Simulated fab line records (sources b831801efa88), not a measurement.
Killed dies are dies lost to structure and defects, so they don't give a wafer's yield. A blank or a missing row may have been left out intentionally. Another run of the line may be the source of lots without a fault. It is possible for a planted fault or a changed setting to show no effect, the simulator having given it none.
The tool behind it: which one?    flow sky130    Sampling: 11 lots, 33 wafers, 2 of 708 route steps

## WHAT THE GAUGES READ, wafer by wafer
SKY_CONTACT_THK_MEAS_26: measures by xrf.
lot   measured      on             CONTACT_W_THK (nm)
L654  day 32 06:13  film metro-02  325 325 347
L655  day 32 15:34  film metro-02  325 342 345
L656  day 32 23:22  film metro-01  335 333 339
L657  day 33 13:52  film metro-01  335 329 330
L666  day 36 09:59  film metro-03  347 347 331
L669  day 37 15:15  film metro-02  349 332 331
L671  day 37 22:22  film metro-02  325 325 323
L670  day 38 02:41  film metro-01  326 328 324
L672  day 38 04:13  film metro-02  338 339 336
L673  day 38 08:31  film metro-02  349 347 335
L675  day 38 20:32  film metro-03  335 341 338

## WHICH TOOL RAN EACH LOT (tool, then ch and the chambers of the sampled wafers, then the start)
lot   SKY_CONTACT_SPUTTER_23
L654  pvd sputter-01, day 32 05:56
L655  pvd sputter-04, day 32 15:16
L656  pvd sputter-03, day 32 23:04
L657  pvd sputter-03, day 33 13:34
L666  pvd sputter-03, day 36 09:41
L669  pvd sputter-03, day 37 14:58
L671  pvd sputter-03, day 37 22:05
L670  pvd sputter-01, day 38 02:23
L672  pvd sputter-03, day 38 03:55
L673  pvd sputter-03, day 38 08:11
L675  pvd sputter-01, day 38 20:15
- SKY_CONTACT_SPUTTER_23: material TiN, target thk 20 nm, time 80 s.

## THE ANSWER, worked out from the rows above alone
Rule: what is usual is taken from the lots themselves. Put in order of their means at a reading, lots are off if they are a third of the lots or fewer, leave a main group of 4 or more, and stand apart from it by a gap of 3 or more times the standard deviation of the main group's means; of several such gaps the widest counts. A main group whose means are all the same, to the digits that the tables above print for the reading, isn't used. Also off: a lot with no number at a reading for which 4 or more lots have one. Where the step has rows for the other lots, those lots are counted as sound.
No lot is off at any reading shown: from this, nothing can be told.

## WHAT THE SIMULATOR HAD INSERTED
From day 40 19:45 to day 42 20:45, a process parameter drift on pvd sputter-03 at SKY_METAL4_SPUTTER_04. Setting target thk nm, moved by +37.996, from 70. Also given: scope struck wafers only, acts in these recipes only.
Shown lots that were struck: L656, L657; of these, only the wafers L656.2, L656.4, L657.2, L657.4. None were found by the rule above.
